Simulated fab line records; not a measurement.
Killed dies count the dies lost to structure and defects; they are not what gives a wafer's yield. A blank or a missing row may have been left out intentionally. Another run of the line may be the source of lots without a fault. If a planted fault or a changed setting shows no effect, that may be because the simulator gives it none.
Struck lot and sound lot, side by side / flow sky130 / 15 out of 708 route steps
Sound: wafers L608.2, L608.5, L608.6. Struck: wafer L629.4 (L629.1, L629.2, from the same lot, were not struck and are left out); the cause is given at the end.
At each step with rows: each side's tool, then ch and its chambers, then its first start. Under that, the readings that differ: sound wafers / struck wafers / difference of the means / sigmas: that difference in standard deviations of wafers without a fault.
alike: words and numbers the same on both sides, and readings whose means are apart by under 2 such deviations; not compared: readings that were withheld, readings missing a value for some wafer, numbers with overlapping values and no deviation given by the record, and bounds like >300 which may hide the same value.
The two part at a step that has a row with sigmas, a row that says differs or no value, or rows on one side only. Numbers that have no deviation but don't overlap get no sigmas and don't part them. A reading missing from all wafers of one side parts the sides only when that side holds two or more wafers.

SKY_VIA2_BOW_MEAS_03:
  sound on filmMetro-02, day 36 13:19; struck on filmMetro-02, day 42 12:46
  alike: VIA2_BOW
then, 8 steps without rows for these wafers: SKY_VIA2_DEHYDRATE_04 (time 60 s); SKY_VIA2_HMDS_05 (prime time 60 s); SKY_VIA2_COAT_06 (resist thk 60 nm); SKY_VIA2_COAT_07 (resist thk 450 nm); SKY_VIA2_SOFTBAKE_08 (time 90 s); SKY_VIA2_EXPOSE_09 (exposes mask VIM2, target cd 200 nm); SKY_VIA2_PEB_10; SKY_VIA2_DEVELOP_11 (develop time 60 s).
SKY_VIA2_CD_MEAS_12 targets a cd of 200 nm.
  sound on cdSem-01, day 37 15:35; struck on cdSem-02, day 43 12:06
  alike: cdNm
SKY_VIA2_OVL_MEAS_13:
  sound on overlay-02, day 37 15:41; struck on overlay-01, day 43 12:13
  alike: VIA2_OVL
SKY_VIA2_ETCH_14: etches BARC in N2/H2, stops on SiO2, time 45.9 s, target depth 60 nm.
  sound on rieDiel-01 ch 0,1, day 37 15:43; struck on rieDiel-01 ch 1, day 43 12:15
  alike: biasW, drypumpMotorCurrentA, oesProductAu, throttleValvePct
  not compared: rfHoursCounterH
SKY_VIA2_ETCH_15: etches SiO2 in C4F8/O2/Ar, stops on TiN, target depth 546 nm, time 84 s.
  sound on rieDiel-01 ch 0,1, day 37 15:46; struck on rieDiel-01 ch 1, day 43 12:18
reading=biasW (W); sound=1205 1197 1205; struck=1264; difference=+62; sigmas=+19
reading=oesProductAu (a.u.); sound=0.935 0.940 0.941; struck=0.950; difference=+0.011; sigmas=+2
SKY_VIA2_STRIP_16: strips in O2/N2.
  sound on plasmaAsher-02 ch 0,1, day 37 15:50; struck on plasmaAsher-04 ch 0, day 43 12:22
  alike: drypumpMotorCurrentA, oesProductAu, stripTimeToEndpointS
  not compared: rfHoursCounterH
SKY_PAD_OPEN_PROBE_99:
  sound wafers here have rows in the record (prober-02, day 47 03:37); struck ones have none

## WHERE THEY PART
At SKY_VIA2_ETCH_15 first; at SKY_PAD_OPEN_PROBE_99 last (within this record only).

WHY: what had been put in by the simulator
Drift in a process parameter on rieDiel-01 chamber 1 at SKY_VIA2_ETCH_15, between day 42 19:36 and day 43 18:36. Setting biasW shifted by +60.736 from 1200. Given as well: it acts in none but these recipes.
